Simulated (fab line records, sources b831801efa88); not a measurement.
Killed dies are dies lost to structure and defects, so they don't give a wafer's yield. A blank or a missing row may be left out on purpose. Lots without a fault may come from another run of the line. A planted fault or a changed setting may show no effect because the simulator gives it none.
fab line records | flow sky130
record lots=5 wafers=15 last_day=49
route steps=708 shown RES_XHIGH@333 SD_N@342 SD_P@359 SALICIDE@361 LI_CONTACT@362
lots that met no fault: from a run of the same line without faults
start_h: hours from the record's first day to the start of the lot's first wafer shown | wait_h: hours since the lot's step before | " the same as in the row above | L1.1+2: a row that stands for several wafers | - no value, or no start given | * or withheld: withheld | < > ~ a bound
route shown NAME@n: a module of which the file shows steps, and the number in the route of the first | usual: mean/standard deviation of fault-free wafers | same: alike in all rows | chamber/n: place in a boat | sites: the reading at each site | _std_site: their standard deviation | _edge_site: outer sites' mean less inner sites' | radius_mm: how far each site lies from the wafer's centre | mask NAME#n: copy n | behind: the tool/chamber that last shaped the wafer | hold: why the lot was held/for how many hours/how that ended | device: the transistor (n, p or np) that didn't switch | end of line: the same wafers' tests at the end of the route | a step without rows: its recipe alone | killed: dies lost to structure and defects at the first sort, not the wafer's yield | map: a wafer's dies, x killed, . not, _ none there
set.NAME: the setting as run; set.NAME@STEP: as run at that earlier step | model.NAME: the simulator's own value behind a step, which no gauge read
lots at some steps of the route; a table a step, a row a wafer
services: from which hour (start_h, from the record's first day; less than 0 if before it) a tool's chamber was out of use, for how many hours, and why
## steps
# step SKY_RES_XHIGH_HMDS_01
# recipe prime_time_s=60 prime_temp_c=120
# columns lot.wafer tool chamber start_h wait_h
L078.1+5+6 litho_track-02 0 642.39 0.1
L081.1+4+6 litho_track-04 0 671.99 0.1
L087.3+5+6 litho_track-03 0 717.37 0.1
L088.2+4+5 litho_track-02 0 723.02 0.1
L092.1+2+3 litho_track-02 0 743.04 0.1
# step SKY_RES_XHIGH_COAT_02
# recipe resist=NOVOLAK spin_rpm=3000 resist_thk_nm=1140
# columns lot.wafer tool chamber start_h wait_h
L078.1+5+6 litho_track-02 0 642.54 0.1
L081.1+4+6 litho_track-04 0 672.14 0.1
L087.3+5+6 litho_track-03 0 717.52 0.1
L088.2+4+5 litho_track-02 0 723.17 0.1
L092.1+2+3 litho_track-02 0 743.19 0.1
# step SKY_RES_XHIGH_SOFTBAKE_03
# recipe temp_c=90 time_s=60 resist=NOVOLAK
# columns lot.wafer tool chamber start_h wait_h
L078.1+5+6 litho_track-02 0 642.69 0.1
L081.1+4+6 litho_track-04 0 672.29 0.1
L087.3+5+6 litho_track-03 0 717.67 0.1
L088.2+4+5 litho_track-02 0 723.32 0.1
L092.1+2+3 litho_track-02 0 743.34 0.1
# step SKY_RES_XHIGH_EXPOSE_04
# recipe mask_id=URPM na=0.6 source_shape=conventional sigma_outer=0.6 polarization=unpolarized target_cd_nm=1270 dose_mj=140
# same na=0.6 sigma_outer=0.6
# columns lot.wafer tool chamber start_h wait_h mask
L078.1+5+6 iline_stepper-02 0 - - URPM#0
L081.1+4+6 iline_stepper-01 0 - - URPM#0
L087.3+5+6 iline_stepper-01 0 - - URPM#0
L088.2+4+5 iline_stepper-02 0 - - URPM#0
L092.1+2+3 iline_stepper-01 0 - - URPM#0
# step SKY_RES_XHIGH_PEB_05
# recipe temp_c=withheld time_s=* resist=NOVOLAK
# columns lot.wafer tool chamber start_h wait_h
L078.1+5+6 litho_track-02 0 - -
L081.1+4+6 litho_track-04 0 - -
L087.3+5+6 litho_track-04 0 - -
L088.2+4+5 litho_track-04 0 - -
L092.1+2+3 litho_track-03 0 - -
# step SKY_RES_XHIGH_DEVELOP_06
# recipe resist=NOVOLAK developer=TMAH develop_time_s=60 dev_temp_c=23
# columns lot.wafer tool chamber start_h wait_h
L078.1+5+6 litho_track-02 0 656.74 0.1
L081.1+4+6 litho_track-04 0 685.49 0.1
L087.3+5+6 litho_track-04 0 730.99 0.1
L088.2+4+5 litho_track-04 0 738.06 0.1
L092.1+2+3 litho_track-03 0 756.17 0.1
# step SKY_RES_XHIGH_IMPLANT_07
# recipe species=BF2 energy_kev=20 dose_cm2=3.6e+14 tilt_deg=0
# usual tilt_deg=-0.003/0.022
# columns lot.wafer tool chamber start_h wait_h tilt_deg
L078.1 implanter-03 0 656.89 0.1 -0.058
L078.5 " 0 " " -0.035
L078.6 " 0 " " -0.044
L081.1 implanter-03 0 685.64 0.1 -0.001
L081.4 " 0 " " -0.029
L081.6 " 0 " " -0.022
L087.3 implanter-03 0 731.14 0.1 0.019
L087.5 " 0 " " 0.013
L087.6 " 0 " " 0.001
L088.2 implanter-02 0 738.21 0.1 -0.017
L088.4 " 0 " " -0.009
L088.5 " 0 " " 0.005
L092.1 implanter-02 0 756.32 0.1 -0.006
L092.2 " 0 " " -0.004
L092.3 " 0 " " 0.001
# step SKY_RES_XHIGH_STRIP_08
# recipe chemistry=O2/N2 power_w=1400 pressure_mtorr=1500 platen_temp_c=withheld o2_flow_sccm=3000 n2_flow_sccm=300 overash_fraction=0.5
# usual drypump_motor_current_A=5.7/0.56 oes_product_au=0.711/0.0044 strip_time_to_endpoint_s=14.26/0.048
# columns lot.wafer tool chamber start_h wait_h drypump_motor_current_A oes_product_au rf_hours_counter_h strip_time_to_endpoint_s
L078.1 plasma_asher-03 0 657.04 0.1 5.0 0.712 52 14.28
L078.5 " 1 " " 5.9 0.714 - 14.26
L078.6 " 0 " " 5.0 0.713 - 14.27
L081.1 plasma_asher-03 0 685.79 0.1 5.0 0.712 54 14.30
L081.4 " 1 " " 6.0 0.717 - 14.31
L081.6 " 0 " " 5.0 0.713 - 14.27
L087.3 plasma_asher-02 0 731.27 0.1 5.3 0.701 - 14.30
L087.5 " 1 " " 6.6 0.713 - 14.35
L087.6 " 0 " " 5.3 0.711 - 14.30
L088.2 plasma_asher-02 0 738.34 0.1 5.3 0.722 94 14.25
L088.4 " 0 " " 5.3 0.716 - 14.25
L088.5 " 1 " " 6.6 0.715 - 14.27
L092.1 plasma_asher-03 1 756.47 0.1 5.9 0.709 61 14.23
L092.2 " 0 " " 5.0 0.704 61 14.21
L092.3 " 1 " " 6.0 0.710 - 14.20
# step SKY_RES_XHIGH_TW_MEAS_09
# usual RES_XHIGH_TW=1643/16
# columns lot.wafer tool chamber start_h wait_h RES_XHIGH_TW
L078.1 film_metro-02 - 657.14 0.1 1618
L078.5 " - " " 1622
L078.6 " - " " 1617
L081.1 film_metro-04 - 685.89 0.1 1647
L081.4 " - " " 1649
L081.6 " - " " 1659
L087.3 film_metro-04 - 731.36 0.1 1669
L087.5 " - " " 1660
L087.6 " - " " 1662
L088.2 film_metro-04 - 738.45 0.1 1662
L088.4 " - " " 1655
L088.5 " - " " 1671
L092.1 film_metro-01 - 756.57 0.1 1634
L092.2 " - " " 1636
L092.3 " - " " 1632
# step SKY_SD_N_DEHYDRATE_00
# recipe temp_c=200 time_s=60
# columns lot.wafer tool chamber start_h wait_h
L078.1+5+6 litho_track-01 0 669.89 12.7
L081.1+4+6 litho_track-02 0 698.19 12.3
L087.3+5+6 litho_track-01 0 744.99 13.6
L088.2+4+5 litho_track-03 0 751.14 12.7
L092.1+2+3 litho_track-01 0 770.34 13.8
# step SKY_SD_N_HMDS_01
# recipe prime_time_s=60 prime_temp_c=120
# columns lot.wafer tool chamber start_h wait_h
L078.1+5+6 litho_track-01 0 670.04 0.1
L081.1+4+6 litho_track-02 0 698.34 0.1
L087.3+5+6 litho_track-01 0 745.14 0.1
L088.2+4+5 litho_track-03 0 751.29 0.1
L092.1+2+3 litho_track-01 0 770.49 0.1
# step SKY_SD_N_COAT_02
# recipe resist=NOVOLAK spin_rpm=3000 resist_thk_nm=1140
# columns lot.wafer tool chamber start_h wait_h
L078.1+5+6 litho_track-01 0 670.19 0.1
L081.1+4+6 litho_track-02 0 698.49 0.1
L087.3+5+6 litho_track-01 0 745.29 0.1
L088.2+4+5 litho_track-03 0 751.44 0.1
L092.1+2+3 litho_track-01 0 770.64 0.1
# step SKY_SD_N_SOFTBAKE_03
# recipe temp_c=90 time_s=60 resist=NOVOLAK
# columns lot.wafer tool chamber start_h wait_h
L078.1+5+6 litho_track-01 0 670.34 0.1
L081.1+4+6 litho_track-02 0 698.64 0.1
L087.3+5+6 litho_track-01 0 745.44 0.1
L088.2+4+5 litho_track-03 0 751.59 0.1
L092.1+2+3 litho_track-01 0 770.79 0.1
# step SKY_SD_N_EXPOSE_04
# recipe mask_id=NSDM na=0.6 source_shape=conventional sigma_outer=0.6 polarization=unpolarized target_cd_nm=380 dose_mj=141
# same na=0.6 sigma_outer=0.6
# columns lot.wafer tool chamber start_h wait_h mask
L078.1+5+6 iline_stepper-02 0 - - NSDM#0
L081.1+4+6 iline_stepper-02 0 - - NSDM#0
L087.3+5+6 iline_stepper-02 0 - - NSDM#0
L088.2+4+5 iline_stepper-02 0 - - NSDM#0
L092.1+2+3 iline_stepper-02 0 - - NSDM#0
# step SKY_SD_N_PEB_05
# recipe temp_c=withheld time_s=* resist=NOVOLAK
# columns lot.wafer tool chamber start_h wait_h
L078.1+5+6 litho_track-01 0 - -
L081.1+4+6 litho_track-01 0 - -
L087.3+5+6 litho_track-03 0 - -
L088.2+4+5 litho_track-01 0 - -
L092.1+2+3 litho_track-01 0 - -
# step SKY_SD_N_DEVELOP_06
# recipe resist=NOVOLAK developer=TMAH develop_time_s=60 dev_temp_c=23
# columns lot.wafer tool chamber start_h wait_h
L078.1+5+6 litho_track-01 0 683.24 0.1
L081.1+4+6 litho_track-01 0 711.09 0.1
L087.3+5+6 litho_track-03 0 758.02 0.1
L088.2+4+5 litho_track-01 0 765.72 0.1
L092.1+2+3 litho_track-01 0 782.04 0.1
# step SKY_SD_N_CD_MEAS_07
# recipe target_cd_nm=380
# usual cd_nm=379.6/2.4
# columns lot.wafer tool chamber start_h wait_h cd_nm
L078.1 cd_sem-01 - 683.39 0.1 379.8
L078.5 " - " " 379.8
L078.6 " - " " 379.9
L081.1 cd_sem-01 - 711.24 0.1 378.4
L081.4 " - " " 378.9
L081.6 " - " " 376.4
L087.3 cd_sem-02 - 758.16 0.1 377.0
L087.5 " - " " 376.9
L087.6 " - " " 378.9
L088.2 cd_sem-01 - 765.86 0.1 380.6
L088.4 " - " " 379.6
L088.5 " - " " 380.4
L092.1 cd_sem-01 - 782.19 0.1 383.5
L092.2 " - " " 382.4
L092.3 " - " " 384.1
# step SKY_SD_N_OVL_MEAS_08
# usual SD_N_OVL=0.3/1.4
# columns lot.wafer tool chamber start_h wait_h SD_N_OVL[nm]
L078.1 overlay-02 - 683.51 0.1 4.7
L078.5 " - " " 2.1
L078.6 " - " " 2.2
L081.1 overlay-01 - 711.36 0.1 0.9
L081.4 " - " " 2.1
L081.6 " - " " 1.4
L087.3 overlay-02 - 758.25 0.1 1.9
L087.5 " - " " 1.6
L087.6 " - " " 0.4
L088.2 overlay-02 - 765.97 0.1 -1.6
L088.4 " - " " -0.2
L088.5 " - " " -0.9
L092.1 overlay-01 - 782.31 0.1 2.1
L092.2 " - " " -0.9
L092.3 " - " " -0.6
# step SKY_SD_N_IMPLANT_09
# recipe species=As energy_kev=50 dose_cm2=4e+15 tilt_deg=0
# usual tilt_deg=-0.005/0.018
# columns lot.wafer tool chamber start_h wait_h tilt_deg
L078.1 implanter-04 0 683.55 0.0 -0.023
L078.5 " 0 " " -0.029
L078.6 " 0 " " -0.034
L081.1 implanter-04 0 711.40 0.0 0.010
L081.4 " 0 " " -0.036
L081.6 " 0 " " -0.009
L087.3 implanter-02 0 758.32 0.1 -0.020
L087.5 " 0 " " -0.013
L087.6 " 0 " " 0.002
L088.2 implanter-04 0 766.03 0.0 0.010
L088.4 " 0 " " 0.001
L088.5 " 0 " " 0.002
L092.1 implanter-04 0 782.35 0.0 0.006
L092.2 " 0 " " -0.026
L092.3 " 0 " " -0.014
# step SKY_SD_N_IMPLANT_10
# recipe species=P energy_kev=20 dose_cm2=1e+14 tilt_deg=0
# usual tilt_deg=0.002/0.02
# columns lot.wafer tool chamber start_h wait_h tilt_deg
L078.1 implanter-04 0 683.70 0.1 0.004
L078.5 " 0 " " 0.019
L078.6 " 0 " " -0.022
L081.1 implanter-04 0 711.55 0.1 -0.011
L081.4 " 0 " " 0.003
L081.6 " 0 " " 0.020
L087.3 implanter-02 0 758.47 0.1 0.016
L087.5 " 0 " " 0.007
L087.6 " 0 " " 0.036
L088.2 implanter-04 0 766.18 0.1 -0.021
L088.4 " 0 " " -0.019
L088.5 " 0 " " 0.017
L092.1 implanter-04 0 782.50 0.1 0.018
L092.2 " 0 " " -0.021
L092.3 " 0 " " -0.008
# step SKY_SD_N_STRIP_11
# recipe chemistry=O2/N2 power_w=1400 pressure_mtorr=1500 platen_temp_c=withheld o2_flow_sccm=3000 n2_flow_sccm=300 overash_fraction=0.5
# usual drypump_motor_current_A=5.8/0.58 oes_product_au=0.527/0.0043 strip_time_to_endpoint_s=22.54/0.047
# columns lot.wafer tool chamber start_h wait_h drypump_motor_current_A oes_product_au rf_hours_counter_h strip_time_to_endpoint_s
L078.1 plasma_asher-03 0 683.85 0.1 5.0 0.534 54 22.56
L078.5 " 1 " " 6.0 0.525 - 22.60
L078.6 " 0 " " 5.0 0.528 - 22.52
L081.1 plasma_asher-01 1 711.70 0.1 6.4 0.522 28 22.44
L081.4 " 1 " " 6.4 0.525 - 22.48
L081.6 " 1 " " 6.4 0.524 - 22.51
L087.3 plasma_asher-02 1 758.61 0.1 6.6 0.521 - 22.51
L087.5 " 0 " " 5.3 0.522 - 22.54
L087.6 " 1 " " 6.6 0.524 - 22.52
L088.2 plasma_asher-02 0 766.30 0.1 5.3 0.522 97 22.56
L088.4 " 0 " " 5.3 0.524 - 22.59
L088.5 " 1 " " 6.6 0.526 - 22.59
L092.1 plasma_asher-01 1 782.65 0.1 6.4 0.528 36 22.47
L092.2 " 0 " " 5.6 0.531 36 22.50
L092.3 " 0 " " 5.7 0.538 - 22.54
# step SKY_SD_N_TW_MEAS_12
# usual SD_N_TW=3976/46
# columns lot.wafer tool chamber start_h wait_h SD_N_TW
L078.1 film_metro-01 - 683.95 0.1 4003
L078.5 " - " " 4030
L078.6 " - " " 4000
L081.1 film_metro-01 - 711.80 0.1 4003
L081.4 " - " " 3982
L081.6 " - " " 3971
L087.3 film_metro-04 - 758.69 0.1 4003
L087.5 " - " " 4014
L087.6 " - " " 4026
L088.2 film_metro-02 - 766.41 0.1 3905
L088.4 " - " " 3909
L088.5 " - " " 3901
L092.1 film_metro-01 - 782.75 0.1 3990
L092.2 " - " " 4017
L092.3 " - " " 4011
# step SKY_SD_N_CLEAN_13
# recipe chemistry=SC1/SC2 mix=1:4:20 temp_c=70 time_s=150 dry=n2_spin
# columns lot.wafer tool chamber start_h wait_h
L078.1+5+6 wet_bench-02 0 684.01 0.1
L081.1+4+6 wet_bench-02 3 711.86 0.1
L087.3+5+6 wet_bench-02 1 758.73 0.0
L088.2+4+5 wet_bench-02 3 766.46 0.0
L092.1+2+3 wet_bench-03 0 782.81 0.1
# step SKY_SD_N_RTA_14
# recipe temp_c=1075 time_s=2 idle_temp_c=650 ramp_up_c_per_s=150 ramp_down_c_per_s=90 ambient=N2
# usual anneal_temp_c_max=1080.4/2 lamp_power_pct=15.73/0.056 wafer_temp_C_max=1078.1/1.4
# columns lot.wafer tool chamber start_h wait_h anneal_temp_c_max lamp_power_pct wafer_temp_C_max
L078.1 rtp_anneal-02 0 684.07 0.0 1082.2 15.67 1080.2
L078.5 " 0 " " 1082.4 15.78 1079.6
L078.6 " 0 " " 1084.8 15.73 1078.6
L081.1 rtp_anneal-01 0 711.91 0.0 1078.5 15.80 1078.2
L081.4 " 0 " " 1080.6 15.72 1077.9
L081.6 " 0 " " 1078.9 15.78 1078.2
L087.3 rtp_anneal-01 0 758.80 0.0 1078.7 15.79 1079.2
L087.5 " 0 " " 1078.9 15.81 1074.8
L087.6 " 0 " " 1079.5 15.75 1078.3
L088.2 rtp_anneal-02 0 766.52 0.0 1081.5 15.68 1078.8
L088.4 " 0 " " 1080.4 15.73 1079.9
L088.5 " 0 " " 1081.7 15.78 1079.5
L092.1 rtp_anneal-02 0 782.87 0.0 1082.2 15.64 1080.6
L092.2 " 0 " " 1083.1 15.70 1079.2
L092.3 " 0 " " 1081.4 15.77 1078.1
# step SKY_SD_N_RS_MEAS_16
# recipe thk_meas_gauge=four-point-probe
# usual SD_N_RS=68.51/0.11
# columns lot.wafer tool chamber start_h wait_h SD_N_RS[ohm/sq]
L078.1 film_metro-01 - 684.24 0.1 68.46
L078.5 " - " " 68.42
L078.6 " - " " 68.50
L081.1 film_metro-04 - 712.08 0.1 68.58
L081.4 " - " " 68.53
L081.6 " - " " 68.61
L087.3 film_metro-02 - 759.00 0.1 68.65
L087.5 " - " " 68.72
L087.6 " - " " 68.53
L088.2 film_metro-01 - 766.70 0.1 68.34
L088.4 " - " " 68.48
L088.5 " - " " 68.32
L092.1 film_metro-04 - 783.04 0.1 68.57
L092.2 " - " " 68.73
L092.3 " - " " 68.83
# step SKY_SD_N_RS_MEAS_17
# recipe thk_meas_gauge=four-point-probe
# usual SD_P_RS=147.0/0.4
# columns lot.wafer tool chamber start_h wait_h SD_P_RS[ohm/sq]
L078.1 film_metro-01 - 684.36 0.1 147.1
L078.5 " - " " 146.8
L078.6 " - " " 146.7
L081.1 film_metro-04 - 712.20 0.1 146.8
L081.4 " - " " 147.0
L081.6 " - " " 147.0
L087.3 film_metro-02 - 759.12 0.1 147.7
L087.5 " - " " 147.7
L087.6 " - " " 147.3
L088.2 film_metro-01 - 766.82 0.1 146.5
L088.4 " - " " 146.3
L088.5 " - " " 146.5
L092.1 film_metro-04 - 783.16 0.1 147.1
L092.2 " - " " 147.8
L092.3 " - " " 147.9
# step SKY_SD_N_RS_MEAS_18
# recipe thk_meas_gauge=four-point-probe
# usual RES_XHIGH_RS=333.0/1.3
# columns lot.wafer tool chamber start_h wait_h RES_XHIGH_RS[ohm/sq]
L078.1 film_metro-01 - 684.48 0.1 331.8
L078.5 " - " " 332.7
L078.6 " - " " 332.8
L081.1 film_metro-04 - 712.32 0.1 333.4
L081.4 " - " " 333.5
L081.6 " - " " 333.5
L087.3 film_metro-02 - 759.24 0.1 332.8
L087.5 " - " " 333.5
L087.6 " - " " 333.4
L088.2 film_metro-01 - 766.94 0.1 331.0
L088.4 " - " " 332.5
L088.5 " - " " 331.9
L092.1 film_metro-04 - 783.28 0.1 335.4
L092.2 " - " " 334.8
L092.3 " - " " 334.6
# step SKY_SALICIDE_CLEAN_00
# recipe chemistry=HF-last time_s=30 dilution=100:1 dry=ipa_marangoni
# columns lot.wafer tool chamber start_h wait_h
L078.1+5+6 wet_bench-04 0 684.60 0.1
L081.1+4+6 wet_bench-04 2 712.44 0.1
L087.3+5+6 wet_bench-02 2 759.32 0.1
L088.2+4+5 wet_bench-02 1 767.04 0.1
L092.1+2+3 wet_bench-04 2 783.40 0.1
# step SKY_LI_CONTACT_HDPCVD_00
# recipe material=PSG target_thk_nm=930 sigma_open_frac=0.3 time_s=155 temp_c=600 sih4_flow_sccm=60 pressure_mtorr=6
# columns lot.wafer tool chamber start_h wait_h
L078.1+5+6 hdpcvd-01 2,1,2 684.62 0.0
L081.1+4+6 hdpcvd-02 0,1,0 712.46 0.0
L087.3+5+6 hdpcvd-02 0,2,1 759.33 0.0
L088.2+4+5 hdpcvd-02 2,1,0 767.06 0.0
L092.1+2+3 hdpcvd-02 0,1,2 783.42 0.0
# step SKY_LI_CONTACT_THK_MEAS_01
# recipe reads=PSG_of_LI_CONTACT_HDPCVD_00
# usual LI_CONTACT_HDPCVD_THK=931/9.1
# columns lot.wafer tool chamber start_h wait_h LI_CONTACT_HDPCVD_THK[nm]
L078.1 film_metro-04 - 684.72 0.1 916
L078.5 " - " " 936
L078.6 " - " " 921
L081.1 film_metro-01 - 712.56 0.1 922
L081.4 " - " " 934
L081.6 " - " " 939
L087.3 film_metro-01 - 759.45 0.1 931
L087.5 " - " " 926
L087.6 " - " " 929
L088.2 film_metro-04 - 767.17 0.1 930
L088.4 " - " " 944
L088.5 " - " " 950
L092.1 film_metro-01 - 783.52 0.1 942
L092.2 " - " " 935
L092.3 " - " " 937
# step SKY_LI_CONTACT_CMP_02
# recipe material=PSG down_force_psi=4 platen_rpm=60 pad_velocity_m_s=0.94248
# usual head_pressure_psi=4.000/0.0084 motor_current_A=12.3/0.93 time_to_endpoint_s=32.6/2.8
# columns lot.wafer tool chamber start_h wait_h head_pressure_psi motor_current_A time_to_endpoint_s
L078.1 cmp-01 3 684.88 0.1 3.992 10.8 33.4
L078.5 " 1 " " 3.993 12.9 37.3
L078.6 " 2 " " 3.993 12.3 32.5
L081.1 cmp-01 0 712.72 0.1 3.997 10.7 34.7
L081.4 " 1 " " 4.002 13.2 36.7
L081.6 " 2 " " 4.006 12.7 31.2
L087.3 cmp-01 2 759.54 0.1 4.011 12.6 29.2
L087.6 " 1 " " 3.997 13.0 31.7
L087.5 " 2 " " 4.015 12.7 27.6
L088.4 cmp-01 3 767.22 0.0 4.013 10.4 36.1
L088.2 " 1 " " 4.000 13.1 36.7
L088.5 " 3 " " 4.008 10.7 34.2
L092.2 cmp-02 3 783.58 0.0 4.001 13.4 35.0
L092.1 " 0 " " 3.995 13.3 32.6
L092.3 " 2 " " 4.004 12.6 38.6
# step SKY_LI_CONTACT_BOW_MEAS_03
# recipe mode=bow
# usual LI_CONTACT_BOW=53/6.5
# columns lot.wafer tool chamber start_h wait_h LI_CONTACT_BOW[um]
L078.1 film_metro-04 - 685.08 0.1 55
L078.5 " - " " 55
L078.6 " - " " 48
L081.1 film_metro-02 - 712.92 0.1 46
L081.4 " - " " 55
L081.6 " - " " 38
L087.3 film_metro-01 - 759.85 0.3 63
L087.5 " - " " 54
L087.6 " - " " 53
L088.2 film_metro-01 - 767.54 0.2 51
L088.4 " - " " 49
L088.5 " - " " 62
L092.1 film_metro-02 - 783.88 0.2 52
L092.2 " - " " 44
L092.3 " - " " 55
# step SKY_LI_CONTACT_DEHYDRATE_04
# recipe temp_c=200 time_s=60
# columns lot.wafer tool chamber start_h wait_h
L078.1+5+6 litho_track-04 0 697.14 12.0
L081.1+4+6 litho_track-04 0 724.34 11.4
L087.3+5+6 litho_track-01 0 772.99 13.1
L088.2+4+5 litho_track-01 0 778.97 11.4
L092.1+2+3 litho_track-02 0 797.34 13.4
# step SKY_LI_CONTACT_HMDS_05
# recipe prime_time_s=60 prime_temp_c=120
# columns lot.wafer tool chamber start_h wait_h
L078.1+5+6 litho_track-04 0 697.29 0.1
L081.1+4+6 litho_track-04 0 724.49 0.1
L087.3+5+6 litho_track-01 0 773.14 0.1
L088.2+4+5 litho_track-01 0 779.12 0.1
L092.1+2+3 litho_track-02 0 797.49 0.1
# step SKY_LI_CONTACT_COAT_06
# recipe resist=BARC temp_c=withheld time_s=withheld spin_rpm=3000 resist_thk_nm=60
# columns lot.wafer tool chamber start_h wait_h
L078.1+5+6 litho_track-04 0 697.44 0.1
L081.1+4+6 litho_track-04 0 724.64 0.1
L087.3+5+6 litho_track-01 0 773.29 0.1
L088.2+4+5 litho_track-01 0 779.27 0.1
L092.1+2+3 litho_track-02 0 797.64 0.1
# step SKY_LI_CONTACT_COAT_07
# recipe resist=KrF-thick spin_rpm=3000 resist_thk_nm=450
# columns lot.wafer tool chamber start_h wait_h
L078.1+5+6 litho_track-04 0 - -
L081.1+4+6 litho_track-04 0 - -
L087.3+5+6 litho_track-01 0 - -
L088.2+4+5 litho_track-01 0 - -
L092.1+2+3 litho_track-02 0 - -
# step SKY_LI_CONTACT_SOFTBAKE_08
# recipe temp_c=100 time_s=90 resist=KrF-thick
# columns lot.wafer tool chamber start_h wait_h
L078.1+5+6 litho_track-04 0 - -
L081.1+4+6 litho_track-04 0 - -
L087.3+5+6 litho_track-01 0 - -
L088.2+4+5 litho_track-01 0 - -
L092.1+2+3 litho_track-02 0 - -
# step SKY_LI_CONTACT_EXPOSE_09
# recipe mask_id=LICM1 na=0.8 source_shape=annular sigma_inner=0.55 sigma_outer=0.85 target_cd_nm=170 dose_mj=38
# same na=0.8 sigma_outer=0.85
# columns lot.wafer tool chamber start_h wait_h mask
L078.1+5+6 krf_scanner-02 0 - - LICM1#0
L081.1+4+6 krf_scanner-01 0 - - LICM1#0
L087.3+5+6 krf_scanner-02 0 - - LICM1#0
L088.2+4+5 krf_scanner-01 0 - - LICM1#0
L092.1+2+3 krf_scanner-02 0 - - LICM1#0
# step SKY_LI_CONTACT_PEB_10
# recipe peb_temp_c=withheld peb_time_s=withheld resist=KrF-thick
# columns lot.wafer tool chamber start_h wait_h
L078.1+5+6 litho_track-02 0 - -
L081.1+4+6 litho_track-01 0 - -
L087.3+5+6 litho_track-01 0 - -
L088.2+4+5 litho_track-04 0 - -
L092.1+2+3 litho_track-04 0 - -
# step SKY_LI_CONTACT_DEVELOP_11
# recipe develop_time_s=60 resist=KrF-thick dev_temp_c=21
# columns lot.wafer tool chamber start_h wait_h
L078.1+5+6 litho_track-02 0 - -
L081.1+4+6 litho_track-01 0 - -
L087.3+5+6 litho_track-01 0 - -
L088.2+4+5 litho_track-04 0 - -
L092.1+2+3 litho_track-04 0 - -
# step SKY_LI_CONTACT_CD_MEAS_12
# recipe target_cd_nm=170
# usual cd_nm=170.0/1.3
# columns lot.wafer tool chamber start_h wait_h cd_nm
L078.1 cd_sem-01 - 709.99 - 170.9
L078.5 " - " " 169.7
L078.6 " - " " 171.3
L081.1 cd_sem-02 - 739.64 - 169.1
L081.4 " - " " 169.4
L081.6 " - " " 169.5
L087.3 cd_sem-02 - 785.63 - 171.0
L087.5 " - " " 170.8
L087.6 " - " " 170.3
L088.2 cd_sem-01 - 793.01 - 170.2
L088.4 " - " " 169.2
L088.5 " - " " 170.1
L092.1 cd_sem-02 - 810.26 - 169.2
L092.2 " - " " 170.6
L092.3 " - " " 169.7
# step SKY_LI_CONTACT_OVL_MEAS_13
# usual LI_CONTACT_OVL=1/3.6
# columns lot.wafer tool chamber start_h wait_h LI_CONTACT_OVL[nm]
L078.1 overlay-01 - 710.11 0.1 -3
L078.5 " - " " -7
L078.6 " - " " -5
L081.1 overlay-01 - 739.76 0.1 8
L081.4 " - " " 1
L081.6 " - " " 3
L087.3 overlay-02 - 785.73 0.1 0
L087.5 " - " " 4
L087.6 " - " " 1
L088.2 overlay-01 - 793.11 0.1 2
L088.4 " - " " -1
L088.5 " - " " 0
L092.1 overlay-01 - 810.38 0.1 -1
L092.2 " - " " 5
L092.3 " - " " 5
# step SKY_LI_CONTACT_ETCH_14
# recipe chemistry=N2/H2 target=BARC ion_energy_ev=200 source_w=500 bias_w=100 pressure_mtorr=30 n2_flow_sccm=100 h2_flow_sccm=200 stop_on=SiO2 time_s=45.9 target_depth_a=600
# usual drypump_motor_current_A=5.8/0.5 oes_product_au=0.854/0.0046 throttle_valve_pct=13.225/0.0095
# columns lot.wafer tool chamber start_h wait_h drypump_motor_current_A oes_product_au rf_hours_counter_h throttle_valve_pct
L078.1 rie_diel-04 1 710.15 0.0 5.6 0.854 4 13.210
L078.5 " 2 " " 6.4 0.856 - 13.215
L078.6 " 3 " " 5.9 0.852 - 13.216
L081.1 rie_diel-02 1 739.80 0.0 5.8 0.848 2 13.228
L081.4 " 0 " " 5.2 0.858 10 13.209
L081.6 " 0 " " 5.2 0.849 - 13.219
L087.3 rie_diel-04 1 785.75 0.0 5.6 0.855 6 13.238
L087.5 " 3 " " 5.9 0.855 - 13.228
L087.6 " 0 " " 6.2 0.857 - 13.230
L088.2 rie_diel-01 2 793.14 0.0 6.1 0.854 16 13.226
L088.4 " 1 " " 5.2 0.839 - 13.235
L088.5 " 2 " " 6.1 0.856 - 13.215
L092.1 rie_diel-01 1 810.42 0.0 5.2 0.854 6 13.233
L092.2 " 3 " " 5.8 0.851 16 13.243
L092.3 " 0 " " 6.5 0.854 5 13.221
# step SKY_LI_CONTACT_ETCH_15
# recipe target=PSG chemistry=C4F8/O2/Ar stop_on=Si taper_deg=4.15 mask_material=KrF-thick source_w=1500 bias_w=1200 pressure_mtorr=40 c4f8_flow_sccm=withheld O2_flow_sccm=6 Ar_flow_sccm=300 time_s=withheld target_depth_a=6000
# usual oes_product_au=0.837/0.0042
# columns lot.wafer tool chamber start_h wait_h oes_product_au
L078.1 rie_diel-04 1 710.19 0.0 0.833
L078.5 " 2 " " 0.837
L078.6 " 3 " " 0.835
L081.1 rie_diel-02 1 739.84 0.0 0.829
L081.4 " 0 " " 0.835
L081.6 " 0 " " 0.838
L087.3 rie_diel-04 1 785.79 0.0 0.832
L087.5 " 3 " " 0.838
L087.6 " 0 " " 0.841
L088.2 rie_diel-01 2 793.19 0.0 0.832
L088.4 " 1 " " 0.833
L088.5 " 2 " " 0.834
L092.1 rie_diel-01 1 810.46 0.0 0.827
L092.2 " 3 " " 0.827
L092.3 " 0 " " 0.835
## services
# columns tool chamber start_h hours kind
implanter-03 - 626.29 4.3 pm
rie_diel-04 3 630.77 3.3 repair
implanter-04 - 635.84 19.0 pm
implanter-03 - 638.68 2.1 repair
krf_scanner-02 - 639.76 0.5 repair
plasma_asher-02 - 658.28 0.7 repair
iline_stepper-02 - 671.05 27.7 repair
plasma_asher-03 - 689.29 3.5 repair
cmp-01 - 692.09 1.6 repair
cmp-01 - 696.54 2.9 repair
cmp-01 - 698.99 1.8 repair
implanter-02 - 706.44 3.7 pm
iline_stepper-02 - 715.73 1.7 pm
implanter-02 - 724.78 1.2 repair
iline_stepper-02 - 730.98 14.4 repair
hdpcvd-02 0 734.50 3.6 repair
rie_diel-04 - 741.66 2.3 repair
cmp-01 - 744.00 4.0 pm
rie_diel-01 - 753.00 2.8 pm
iline_stepper-02 - 755.30 1.5 repair
rie_diel-01 2 766.79 5.1 repair
implanter-04 - 791.63 4.9 repair
rie_diel-01 3 792.22 2.7 repair
cmp-01 - 805.26 6.8 pm
## key
fault none
